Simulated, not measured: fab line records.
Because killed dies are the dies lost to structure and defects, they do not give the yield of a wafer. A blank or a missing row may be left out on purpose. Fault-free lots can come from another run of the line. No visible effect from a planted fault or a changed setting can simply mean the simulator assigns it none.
A lot that was struck, set against a sound lot + flow sky130 + 16 out of 708 route steps
Sound: these wafers, L657.3, L657.4, L657.5. The struck wafers were L665.1, L665.4, L665.6. The cause is given at the end.
For every step that has rows: the tool of each side, followed by ch and its chambers, followed by its first start. Under that, the readings that differ: sound wafers + struck wafers + difference of the means + sigmas: that difference in standard deviations of wafers without a fault.
alike: same words and numbers on both sides, and readings whose means sit less than 2 such deviations apart. not compared: any withheld reading, any reading some wafer has no value for, any bound like >300 that may hide the same value, and any number with overlapping values for which the record gives no deviation.
A row with sigmas, a row that says differs or no value, or rows on one side alone: a step with any of these is where the two part. Non-overlapping numbers with no deviation appear without sigmas and do not part them. A reading missing from all wafers of one side parts the sides only when that side holds two or more wafers.

first, 8 steps without rows for these wafers: SKY_METAL1_DEHYDRATE_07 (time 60 s); SKY_METAL1_HMDS_08 (prime time 60 s); SKY_METAL1_COAT_09 (resist thk 60 nm); SKY_METAL1_COAT_10 (resist thk 450 nm); SKY_METAL1_SOFTBAKE_11 (time 90 s); SKY_METAL1_EXPOSE_12 (exposes mask MM1, target cd 140 nm); SKY_METAL1_PEB_13; SKY_METAL1_DEVELOP_14 (develop time 60 s).
SKY_METAL1_CD_MEAS_15: the cd target is 140 nm.
  sound on cd_sem-02 at day 36 17:59; struck on cd_sem-01 at day 38 22:25
  alike: cd_nm
SKY_METAL1_OVL_MEAS_16:
  sound on overlay-01 at day 36 18:05; struck on overlay-02 at day 38 22:32
  alike: METAL1_OVL
SKY_METAL1_DESCUM_17: chemistry O2, time 8 s.
  sound on rie_metal-04 ch 0,1, day 36 18:07; struck on rie_metal-04 ch 0,1, day 38 22:34
  alike: drypump_motor_current_A, he_backside_leak_sccm, oes_product_au
  not compared: rf_hours_counter_h
SKY_METAL1_ETCH_18: etches BARC in N2/H2, stops on SiO2, time 45.9 s, target depth 60 nm.
  sound on rie_metal-04 ch 0,1, day 36 18:09; struck on rie_metal-04 ch 0,1, day 38 22:37
  alike: bias_w, drypump_motor_current_A, he_backside_leak_sccm, oes_product_au, run_length_s, throttle_valve_pct
  not compared: rf_hours_counter_h
SKY_METAL1_METAL_ETCH_19: etches the open film in Cl2/BCl3, stops on SiO2, target depth 360 nm, time 78 s.
  sound on rie_metal-04 ch 0,1, day 36 18:13; struck on rie_metal-04 ch 0,1, day 38 22:40
| reading                                       | sound             | struck            | difference                    | sigmas |
|-----------------------------------------------|-------------------|-------------------|-------------------------------|--------|
| bias_w (W)                                    | 48.49 48.64 48.56 | - - -             | no value on the struck wafers |        |
| oes_product_au (a.u.)                         | 0.862 0.860 0.857 | 0.991 0.978 0.987 | +0.126                        | +23    |
| run_length_s (s)                              | 106.6 105.7 106.1 | 94.8 95.4 94.8    | -11.1                         | -23    |
| model.KrF-thick_of_METAL1_COAT_10.thk_nm (nm) | 160 160.9 161.2   | 193.7 192.4 193.1 | +32.4                         |        |
  alike: drypump_motor_current_A, he_backside_leak_sccm, throttle_valve_pct
  not compared: rf_hours_counter_h
SKY_METAL1_STRIP_20: strips in O2/N2.
  sound on plasma_asher-01 ch 0,1, day 36 18:19; struck on plasma_asher-01 ch 0,1, day 38 22:46
| reading                      | sound             | struck            | difference | sigmas |
|------------------------------|-------------------|-------------------|------------|--------|
| oes_product_au (a.u.)        | 0.347 0.342 0.340 | 0.361 0.363 0.361 | +0.019     | +3     |
| strip_time_to_endpoint_s (s) | 2.71 2.72 2.72    | 3.08 3.07 3.08    | +0.36      | +6     |
  alike: drypump_motor_current_A
  not compared: rf_hours_counter_h
then, 1 step without rows for these wafers: SKY_METAL1_STRIP_21 (strips in post etch residue remover, time 1200 s).
-- the record jumps here: 12 days lie between the struck wafers' starts before and after (it left off in module METAL1 and takes up again in module PAD_OPEN, whose first step shown is number 708 of the route) --
SKY_PAD_OPEN_PROBE_99:
  sound on prober-02 at day 48 21:07; struck on prober-02 at day 50 11:12
  alike: defect_limited_yield, killed_at_M0_to_M3, killed_at_M4_up, killed_at_contacts, killed_at_front_end, killed_at_other, killed_dies, killed_on_rim, killed_open, killed_short, sort_bin_3_pad_short, sort_bin_5_function, sort_bin_6_memory, sort_n_pass, sort_yield_pct

WHERE THEY PART
Last at SKY_METAL1_STRIP_20 as far as this record goes, first at SKY_METAL1_METAL_ETCH_19. Later steps at which nothing parts them and some readings are alike: SKY_PAD_OPEN_PROBE_99.

WHY: whatever the simulator had introduced
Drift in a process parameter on rie_metal-04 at SKY_METAL1_METAL_ETCH_19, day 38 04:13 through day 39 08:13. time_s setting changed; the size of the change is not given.
